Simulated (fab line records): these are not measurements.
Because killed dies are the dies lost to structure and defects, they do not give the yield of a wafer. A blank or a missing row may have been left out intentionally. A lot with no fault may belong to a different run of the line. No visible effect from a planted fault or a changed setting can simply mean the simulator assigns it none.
fab line records	flow gf180mcu	part 2 of 2: steps 32 to 43 of 43
record lots=5	wafers=15	last_day=34
route steps=602 shown STI@22 DNWELL@32 NWELL@42 LVPWELL@54
lots with no fault: from the same line, run without faults
start_h: start of the lot's first displayed wafer, in hours after the record's first day	wait_h: hours elapsed since this lot's preceding step	" same as the row above	L1.1+2: several wafers, shown together as one row	- no value present, or no start provided	* or withheld: withheld	< > ~ a bound
route shown NAME@n: names a module that has steps shown in the file, with the first one's number in the route	usual: mean/standard deviation taken from wafers without a fault	same: alike in all rows	chamber/n: place in a boat	sites: the reading at each site	_std_site: the standard deviation of these	_edge_site: mean of outer sites minus mean of inner sites	radius_mm: how far each site lies from the wafer's centre	mask NAME#n: copy n	behind: the tool/chamber that last shaped the wafer	hold: what put the lot on hold/how long, in hours/how the hold closed	device: the n, p or np transistor that did not switch	end of line: tests run on the same wafers once the route is complete	step lacking rows: just its recipe	killed: dies that structure and defects cost at the first sort, which is not the same as the wafer's yield	map: dies across one wafer; x = killed, . = not, _ = none there
set.NAME: the setting that was run; set.NAME@STEP: the one run at that earlier step	model.NAME: the simulator's own value behind a step, which no gauge read
lots at selected steps of the route; one table per step, one row per wafer
services: a tool's chamber out of use, with start hour (start_h, from the record's first day; less than 0 if before it), hours out, and reason
## steps
# step GF_NWELL_TW_MEAS_11
# usual NWELL_TW=1577/15
lot.wafer	tool	chamber	start_h	wait_h	NWELL_TW
L075.4	film_metro-03	-	60.27	0.1	1588
L075.5	"	-	"	"	1587
L075.6	"	-	"	"	1583
L081.2	film_metro-04	-	109.97	0.1	1572
L081.4	"	-	"	"	1578
L081.6	"	-	"	"	1575
L083.3	film_metro-02	-	113.86	0.1	1564
L083.4	"	-	"	"	1564
L083.6	"	-	"	"	1564
L096.1	film_metro-03	-	183.62	0.1	1601
L096.3	"	-	"	"	1594
L096.4	"	-	"	"	1589
L097.1	film_metro-04	-	183.74	0.1	1592
L097.3	"	-	"	"	1595
L097.5	"	-	"	"	1588
# step GF_LVPWELL_DEHYDRATE_00
# recipe temp_c=200	time_s=60
lot.wafer	tool	chamber	start_h	wait_h
L075.4+5+6	litho_track-04	0	66.26	6.0
L081.2+4+6	litho_track-01	0	116.55	6.6
L083.3+4+6	litho_track-04	0	121.04	7.2
L096.1+3+4	litho_track-03	0	191.39	7.8
L097.1+3+5	litho_track-04	0	191.89	8.1
# step GF_LVPWELL_HMDS_01
# recipe prime_time_s=60	prime_temp_c=120
# usual prime_temp_c=119.97/0.15
lot.wafer	tool	chamber	start_h	wait_h	prime_temp_c
L075.4	litho_track-04	0	66.41	0.1	119.93
L075.5	"	0	"	"	119.88
L075.6	"	0	"	"	119.73
L081.2	litho_track-01	0	116.70	0.1	119.64
L081.4	"	0	"	"	119.80
L081.6	"	0	"	"	120.05
L083.3	litho_track-04	0	121.19	0.1	120.03
L083.4	"	0	"	"	120.23
L083.6	"	0	"	"	119.70
L096.1	litho_track-03	0	191.54	0.1	120.01
L096.3	"	0	"	"	120.00
L096.4	"	0	"	"	120.28
L097.1	litho_track-04	0	192.04	0.1	119.82
L097.3	"	0	"	"	119.86
L097.5	"	0	"	"	119.70
# step GF_LVPWELL_COAT_02
# recipe spin_rpm=2000	resist_thk_nm=3000
lot.wafer	tool	chamber	start_h	wait_h
L075.4+5+6	litho_track-04	0	66.56	0.1
L081.2+4+6	litho_track-01	0	116.85	0.1
L083.3+4+6	litho_track-04	0	121.34	0.1
L096.1+3+4	litho_track-03	0	191.69	0.1
L097.1+3+5	litho_track-04	0	192.19	0.1
# step GF_LVPWELL_SOFTBAKE_03
# recipe temp_c=110	time_s=withheld
lot.wafer	tool	chamber	start_h	wait_h
L075.4+5+6	litho_track-04	0	66.74	0.1
L081.2+4+6	litho_track-01	0	117.01	0.1
L083.3+4+6	litho_track-04	0	121.51	0.1
L096.1+3+4	litho_track-03	0	191.84	0.1
L097.1+3+5	litho_track-04	0	192.34	0.1
# step GF_LVPWELL_EXPOSE_04
# recipe mask_id=LVPWELL	target_cd_nm=600	na=0.6	source_shape=conventional	sigma_outer=0.6	dose_mj=260
# usual focus_offset_nm=0.1/0.55
lot.wafer	tool	chamber	start_h	wait_h	mask	focus_offset_nm
L075.4	iline_stepper-02	0	-	-	LVPWELL#0	-0.2
L075.5	"	0	"	"	LVPWELL#0	-0.1
L075.6	"	0	"	"	LVPWELL#0	-1.4
L081.2	iline_stepper-02	0	-	-	LVPWELL#0	0.0
L081.4	"	0	"	"	LVPWELL#0	0.3
L081.6	"	0	"	"	LVPWELL#0	-0.9
L083.3	iline_stepper-01	0	-	-	LVPWELL#0	-0.1
L083.4	"	0	"	"	LVPWELL#0	-0.4
L083.6	"	0	"	"	LVPWELL#0	0.2
L096.1	iline_stepper-01	0	-	-	LVPWELL#0	-0.5
L096.3	"	0	"	"	LVPWELL#0	0.3
L096.4	"	0	"	"	LVPWELL#0	0.0
L097.1	iline_stepper-02	0	-	-	LVPWELL#0	0.0
L097.3	"	0	"	"	LVPWELL#0	0.7
L097.5	"	0	"	"	LVPWELL#0	-0.6
# step GF_LVPWELL_PEB_05
# recipe temp_c=115	time_s=withheld
lot.wafer	tool	chamber	start_h	wait_h
L075.4+5+6	litho_track-04	0	-	-
L081.2+4+6	litho_track-04	0	-	-
L083.3+4+6	litho_track-03	0	-	-
L096.1+3+4	litho_track-04	0	-	-
L097.1+3+5	litho_track-04	0	-	-
# step GF_LVPWELL_DEVELOP_06
# recipe wall_angle_deg=90	develop_time_s=60	dev_temp_c=23
# usual developer_temp_C=22.98/0.11
# same develop_time_s=60
lot.wafer	tool	chamber	start_h	wait_h	developer_temp_C
L075.4	litho_track-04	0	-	-	22.92
L075.5	"	0	"	"	22.96
L075.6	"	0	"	"	22.92
L081.2	litho_track-04	0	-	-	22.87
L081.4	"	0	"	"	22.68
L081.6	"	0	"	"	22.79
L083.3	litho_track-03	0	-	-	23.04
L083.4	"	0	"	"	23.03
L083.6	"	0	"	"	23.17
L096.1	litho_track-04	0	-	-	23.01
L096.3	"	0	"	"	23.03
L096.4	"	0	"	"	22.99
L097.1	litho_track-04	0	-	-	22.95
L097.3	"	0	"	"	22.96
L097.5	"	0	"	"	22.99
# step GF_LVPWELL_OVL_MEAS_07
# usual LVPWELL_OVL=-0.3/1.3
lot.wafer	tool	chamber	start_h	wait_h	LVPWELL_OVL[nm]
L075.4	overlay-02	-	70.61	-	-2.2
L075.5	"	-	"	"	0.2
L075.6	"	-	"	"	-0.6
L081.2	overlay-02	-	124.44	-	2.1
L081.4	"	-	"	"	-0.2
L081.6	"	-	"	"	0.9
L083.3	overlay-02	-	128.65	-	0.8
L083.4	"	-	"	"	-1.1
L083.6	"	-	"	"	0.8
L096.1	overlay-02	-	200.34	-	0.5
L096.3	"	-	"	"	0.6
L096.4	"	-	"	"	0.5
L097.1	overlay-01	-	200.69	-	-1.1
L097.3	"	-	"	"	-1.2
L097.5	"	-	"	"	-0.7
# step GF_LVPWELL_IMPLANT_08
# recipe species=B	energy_kev=170	dose_cm2=1.5e+13	tilt_deg=0
lot.wafer	tool	chamber	start_h	wait_h
L075.4+5+6	implanter-04	0	70.70	0.1
L081.2+4+6	implanter-01	0	124.50	0.0
L083.3+4+6	implanter-03	0	128.73	0.1
L096.1+3+4	implanter-01	0	200.37	0.0
L097.1+3+5	implanter-01	0	200.72	0.0
# step GF_LVPWELL_IMPLANT_09
# recipe species=B	energy_kev=60	dose_cm2=5e+12	tilt_deg=0
lot.wafer	tool	chamber	start_h	wait_h
L075.4+5+6	implanter-04	0	70.85	0.1
L081.2+4+6	implanter-01	0	124.65	0.1
L083.3+4+6	implanter-03	0	128.88	0.1
L096.1+3+4	implanter-01	0	200.52	0.1
L097.1+3+5	implanter-01	0	200.87	0.1
# step GF_LVPWELL_STRIP_10
# recipe chemistry=O2/N2	power_w=1400	pressure_mtorr=1500	platen_temp_c=250	o2_flow_sccm=3000	n2_flow_sccm=300	overash_fraction=0.5
# usual drypump_motor_current_A=5.7/0.34	heater_power_w=326/27	oes_product_au=0.722/0.0046	strip_time_to_endpoint_s=36.95/0.1
lot.wafer	tool	chamber	start_h	wait_h	drypump_motor_current_A	heater_power_w	oes_product_au	rf_hours_counter_h	strip_time_to_endpoint_s
L075.4	plasma_asher-04	0	70.96	0.1	5.2	381	0.725	-	37.05
L075.5	"	1	"	"	5.7	309	0.724	-	37.13
L075.6	"	0	"	"	5.2	375	0.723	-	36.99
L081.2	plasma_asher-04	0	124.77	0.1	5.2	377	0.717	52	37.07
L081.4	"	0	"	"	5.2	379	0.724	-	37.00
L081.6	"	0	"	"	5.2	374	0.714	-	36.97
L083.3	plasma_asher-04	0	129.01	0.1	5.2	367	0.724	-	36.96
L083.4	"	1	"	"	5.7	304	0.722	-	36.93
L083.6	"	0	"	"	5.2	370	0.714	-	36.94
L096.1	plasma_asher-02	0	200.67	0.1	5.9	301	0.721	64	36.84
L096.3	"	1	"	"	6.1	330	0.724	-	36.87
L096.4	"	0	"	"	5.9	304	0.720	-	36.75
L097.1	plasma_asher-04	0	201.02	0.1	5.2	384	0.731	60	37.08
L097.3	"	1	"	"	5.6	305	0.726	-	37.00
L097.5	"	0	"	"	5.2	379	0.722	-	37.01
## services
tool	chamber	start_h	hours	kind
cmp-01	-	14.34	0.8	repair
furnace-02	-	16.71	3.1	pm
plasma_asher-02	-	27.56	0.7	repair
iline_stepper-02	-	54.32	8.9	pm
wet_bench-02	-	62.88	1.9	pm
cmp-01	-	64.00	4.0	pm
iline_stepper-02	-	69.00	1.7	pm
iline_stepper-01	-	73.50	1.7	pm
implanter-02	-	73.85	3.1	repair
implanter-02	-	74.91	2.2	repair
implanter-01	-	83.36	12.2	pm
cmp-01	-	92.26	6.4	pm
plasma_asher-04	-	92.97	7.4	repair
implanter-03	-	94.15	3.1	repair
wet_bench-02	-	119.72	2.1	repair
implanter-03	-	135.67	6.0	pm
iline_stepper-02	-	166.89	0.8	repair
implanter-01	-	174.96	4.8	repair
plasma_asher-03	-	184.06	10.7	repair
furnace-02	-	184.54	3.5	pm
plasma_asher-04	-	185.90	3.0	repair
implanter-02	-	186.69	2.5	repair
furnace-02	-	190.41	7.9	repair
implanter-01	-	190.88	3.4	pm
